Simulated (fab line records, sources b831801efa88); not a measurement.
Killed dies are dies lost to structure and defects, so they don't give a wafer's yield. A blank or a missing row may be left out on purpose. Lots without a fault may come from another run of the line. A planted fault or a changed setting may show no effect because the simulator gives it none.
A struck lot beside a sound one | flow sky130 | 14 steps out of a route of 708
Sound: wafers L856.1, L856.5, L856.6. Struck: wafers L862.2, L862.4, L862.5. The cause comes at the end.
At each step with rows: each side's tool, then ch and its chambers, then its first start. Under that, the readings that differ: sound wafers | struck wafers | difference of the means | sigmas: that difference in standard deviations of wafers without a fault.
alike: readings whose means differ by less than 2 such deviations, and words and numbers that are the same on both sides. not compared: withheld readings, readings that some wafer has no value for, bounds like >300 that may hide the same value, and numbers for which the record gives no deviation and whose values overlap.
The two part at a step that has a row with sigmas, a row that says differs or no value, or rows on one side only. Numbers that don't overlap but have no deviation are shown without sigmas and don't part them. A reading that every wafer of one side lacks parts them only if that side has two wafers or more.

SKY_NWELL_TW_MEAS_26:
  sound on film_metro-01, day 8 03:03; struck on film_metro-01, day 9 21:20
  alike: NWELL_2_TW
then, 1 step without rows for these wafers: SKY_NWELL_CLEAN_27 (cleans in SC1/SC2, time 150 s).
SKY_NWELL_RTA_28: time 30 s.
  sound on rtp_anneal-01 ch 0, day 8 03:10; struck on rtp_anneal-01 ch 0, day 9 21:41
  alike: lamp_power_pct, wafer_temp_C_max
SKY_NWELL_RS_MEAS_29: measures by four-point-probe.
  sound on film_metro-04, day 8 03:16; struck on film_metro-01, day 9 21:47
  alike: NWELL_RS
SKY_NWELL_RS_MEAS_31: measures by four-point-probe.
  sound on film_metro-04, day 8 03:30; struck on film_metro-01, day 9 22:02
  alike: PWDE_RS
then, 6 steps without rows for these wafers: SKY_VT_ADJUST_HVTP_DEHYDRATE_00 (time 60 s); SKY_VT_ADJUST_HVTP_HMDS_01 (prime time 60 s); SKY_VT_ADJUST_HVTP_COAT_02 (resist thk 1140 nm); SKY_VT_ADJUST_HVTP_SOFTBAKE_03 (time 60 s); SKY_VT_ADJUST_HVTP_EXPOSE_04 (exposes mask HVTPM, target cd 380 nm); SKY_VT_ADJUST_HVTP_PEB_05.
SKY_VT_ADJUST_HVTP_DEVELOP_06: develop time 60 s.
  sound on litho_track-04 ch 0, day 9 00:58; struck on litho_track-04 ch 0, day 10 16:20
  reading              | sound             | struck            | difference | sigmas
  developer_temp_C (C) | 22.85 22.89 22.91 | 23.88 23.87 23.91 | +1.00      | +8
  alike: chill_plate_temp_C
SKY_VT_ADJUST_HVTP_CD_MEAS_07: target cd 380 nm.
  sound on cd_sem-01, day 9 01:11; struck on cd_sem-02, day 10 16:29
  alike: cd_nm
then, 1 step without rows for these wafers: SKY_PAD_OPEN_PROBE_99.

WHERE THEY PART
Only at SKY_VT_ADJUST_HVTP_DEVELOP_06, within this record. Later steps at which nothing parts them and some readings are alike: SKY_VT_ADJUST_HVTP_CD_MEAS_07.

WHY: what the simulator had put in
Process parameter drift: litho_track-04, from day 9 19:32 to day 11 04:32, at SKY_VT_ADJUST_HVTP_DEVELOP_06. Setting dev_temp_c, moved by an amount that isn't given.
